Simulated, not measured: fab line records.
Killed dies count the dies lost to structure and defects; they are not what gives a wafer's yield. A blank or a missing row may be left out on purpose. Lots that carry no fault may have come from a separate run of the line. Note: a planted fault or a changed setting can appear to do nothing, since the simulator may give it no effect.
What tool caused it? | flow gf180mcu | Sampling: 12 lots, 36 wafers, 4 of 602 route steps

WHAT EACH GAUGE READ, for each wafer
GF_DUAL_GATE_THK_MEAS_03. Usual: DUAL_GATE_OXIDATION_00_THK typically reads 10.85 nm, with standard deviation 0.18.
lot  | measured     | on            | DUAL_GATE_OXIDATION_00_THK (nm) | flag
L487 | day 7 15:35  | film_metro-02 | 10.48 10.64 10.60               |
L488 | day 7 23:43  | film_metro-01 | 11.13 10.98 11.08               |
L490 | day 8 15:01  | film_metro-02 | 10.86 10.85 10.95               |
L492 | day 9 00:55  | film_metro-01 | 10.73 10.59 10.64               |
L495 | day 9 22:13  | film_metro-01 | 10.98 10.91 10.67               |
L497 | day 10 14:17 | film_metro-01 | 10.96 10.81 10.79               |
L500 | day 11 23:57 | film_metro-02 | 11.12 11.06 11.20               |
L505 | day 13 00:48 | film_metro-02 | 10.83 10.94 10.84               |
L506 | day 13 07:49 | film_metro-02 | 11.05 11.07 11.09               |
L507 | day 13 08:24 | film_metro-04 | 10.74 10.51 10.70               |
L508 | day 13 12:22 | film_metro-01 | 10.83 10.73 10.78               |
L509 | day 14 04:18 | film_metro-02 | 10.82 11.04 11.13               |

GF_HV_LDD_TW_MEAS_23. Usual: HV_LDD_2_TW typically reads 1060, with standard deviation 9.3.
lot  | measured     | on            | HV_LDD_2_TW    | flag
L487 | day 10 19:08 | film_metro-01 | 1065 1066 1072 |
L488 | day 11 02:28 | film_metro-01 | 1072 1069 1069 |
L490 | day 11 19:19 | film_metro-03 | 1060 1067 1063 |
L492 | day 12 08:38 | film_metro-02 | 1044 1040 1043 |
L495 | day 13 07:06 | film_metro-01 | 1065 1066 1065 |
L497 | day 14 01:30 | film_metro-01 | 1058 1064 1057 |
L500 | day 15 17:19 | film_metro-02 | 1050 1049 1050 |
L505 | day 16 19:32 | film_metro-03 | 918 917 922    | OFF
L506 | day 17 06:01 | film_metro-01 | 915 917 911    | OFF
L507 | day 17 04:56 | film_metro-02 | 1047 1050 1052 |
L508 | day 17 11:40 | film_metro-02 | 1045 1054 1049 |
L509 | day 18 02:55 | film_metro-02 | 1050 1048 1046 |

EACH LOT AND THE TOOL THAT RAN IT (in order: tool; ch and the chambers of the sampled wafers; start)
lot  | GF_HV_LDD_STRIP_10                   | GF_HV_LDD_IMPLANT_21
L487 | plasma_asher-03 ch 0,1, day 10 00:53 | implanter-03 ch 0, day 10 18:55
L488 | plasma_asher-01 ch 0,1, day 10 08:10 | implanter-02 ch 0, day 11 02:13
L490 | plasma_asher-04 ch 0,1, day 11 00:31 | implanter-02 ch 0, day 11 19:05
L492 | plasma_asher-03 ch 0,1, day 11 13:47 | implanter-03 ch 0, day 12 08:23
L495 | plasma_asher-04 ch 1, day 12 11:28   | implanter-01 ch 0, day 13 06:51
L497 | plasma_asher-03 ch 0,1, day 13 05:04 | implanter-02 ch 0, day 14 01:15
L500 | plasma_asher-01 ch 0,1, day 14 19:28 | implanter-03 ch 0, day 15 17:04
L505 | plasma_asher-03 ch 0,1, day 15 21:35 | implanter-03 ch 0, day 16 19:17
L506 | plasma_asher-04 ch 0,1, day 16 06:43 | implanter-03 ch 0, day 17 05:48
L507 | plasma_asher-03 ch 0,1, day 16 06:31 | implanter-01 ch 0, day 17 04:41
L508 | plasma_asher-04 ch 0,1, day 16 12:06 | implanter-02 ch 0, day 17 11:26
L509 | plasma_asher-03 ch 0,1, day 17 03:49 | implanter-01 ch 0, day 18 02:42
- GF_HV_LDD_STRIP_10: strips in O2/N2.
- GF_HV_LDD_IMPLANT_21

WHAT THE TOOLS THEMSELVES READ (means of the sampled wafers that have a number; where no wafer has one, the mark that the record gives instead)
GF_HV_LDD_STRIP_10. Usual: drypump_motor_current_A 5.7 A, standard deviation 0.41; heater_power_w 363 W, standard deviation 26; oes_product_au 0.716 a.u., standard deviation 0.004; strip_time_to_endpoint_s 12.62 s, standard deviation 0.031.
lot  | tool            | drypump_motor_current_A (A) | heater_power_w (W) | oes_product_au (a.u.) | strip_time_to_endpoint_s (s) | flag
L487 | plasma_asher-03 | 6.0                         | 363                | 0.718                 | 12.59                        |
L488 | plasma_asher-01 | 5.4                         | 354                | 0.719                 | 12.61                        |
L490 | plasma_asher-04 | 5.6                         | 360                | 0.720                 | 12.60                        |
L492 | plasma_asher-03 | 6.0                         | 358                | 0.716                 | 12.59                        |
L495 | plasma_asher-04 | 5.9                         | 365                | 0.715                 | 12.61                        |
L497 | plasma_asher-03 | 5.8                         | 358                | 0.713                 | 12.65                        |
L500 | plasma_asher-01 | 5.4                         | 356                | 0.713                 | 12.63                        |
L505 | plasma_asher-03 | 6.0                         | 349                | 0.722                 | 12.64                        |
L506 | plasma_asher-04 | 5.6                         | 360                | 0.717                 | 12.65                        |
L507 | plasma_asher-03 | 5.8                         | 355                | 0.716                 | 12.59                        |
L508 | plasma_asher-04 | 5.8                         | 367                | 0.715                 | 12.66                        |
L509 | plasma_asher-03 | 5.8                         | 354                | 0.714                 | 12.64                        |

GF_HV_LDD_IMPLANT_21. Usual: dose_ions_cm2 4.999e+13, standard deviation 4.9e+10; faraday_current_uA 281, standard deviation 5.1.
lot  | tool         | dose_ions_cm2 | faraday_current_uA | flag
L487 | implanter-03 | 5.001e+13     | 282                |
L488 | implanter-02 | 4.993e+13     | 279                |
L490 | implanter-02 | 4.998e+13     | 279                |
L492 | implanter-03 | 4.996e+13     | 281                |
L495 | implanter-01 | 4.996e+13     | 283                |
L497 | implanter-02 | 5.003e+13     | 279                |
L500 | implanter-03 | 4.998e+13     | 272                |
L505 | implanter-03 | 3.101e+13     | 176                | OFF
L506 | implanter-03 | 3.107e+13     | 174                | OFF
L507 | implanter-01 | 4.994e+13     | 278                |
L508 | implanter-02 | 5.003e+13     | 281                |
L509 | implanter-01 | 5.003e+13     | 283                |

THE ANSWER, worked out from the rows above alone
Rule: lot off if the mean of its wafers having a number is beyond 3 standard deviations from the usual mean. Also off: a lot with no number at a reading for which 4 or more lots have one. The other lots that the step has rows for count as sound. First the gauges in route order, then the tools' own readings, where a lot's mean is used as printed above. The first step at which some lot is off is used, and at that step the reading that is off furthest; a lot without a number counts as furthest.
Off: at GF_HV_LDD_TW_MEAS_23 (HV_LDD_2_TW), L505, L506.
A tool fits if, at a process step before that reading, it ran every lot that is off, and no sound lot after the first of them. The gauges at GF_HV_LDD_TW_MEAS_23 aren't tried: what is off there is off at GF_HV_LDD_IMPLANT_21 too, on other tools, and a gauge's error can't cause that. One fits: implanter-03 at GF_HV_LDD_IMPLANT_21. A fault onset in the window from L500 (day 15 17:04, its last sound lot) to L505 (day 16 19:17, its first lot off) fits.
The tool's own readings at GF_HV_LDD_IMPLANT_21 bear it out: on the lots that are off they differ by more than 5 times the standard deviation of the sound lots' means. dose_ions_cm2 reads 3.104e+13 there against 4.998e+13 on the sound lots; faraday_current_uA reads 175 there against 280 on the sound lots.

WHAT THE SIMULATOR HAD INSERTED
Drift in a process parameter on implanter-03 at GF_HV_LDD_IMPLANT_21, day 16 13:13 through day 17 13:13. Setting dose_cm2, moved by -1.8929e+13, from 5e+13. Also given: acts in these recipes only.
Struck lots among those shown: L505, L506. Same finding as the rule above.
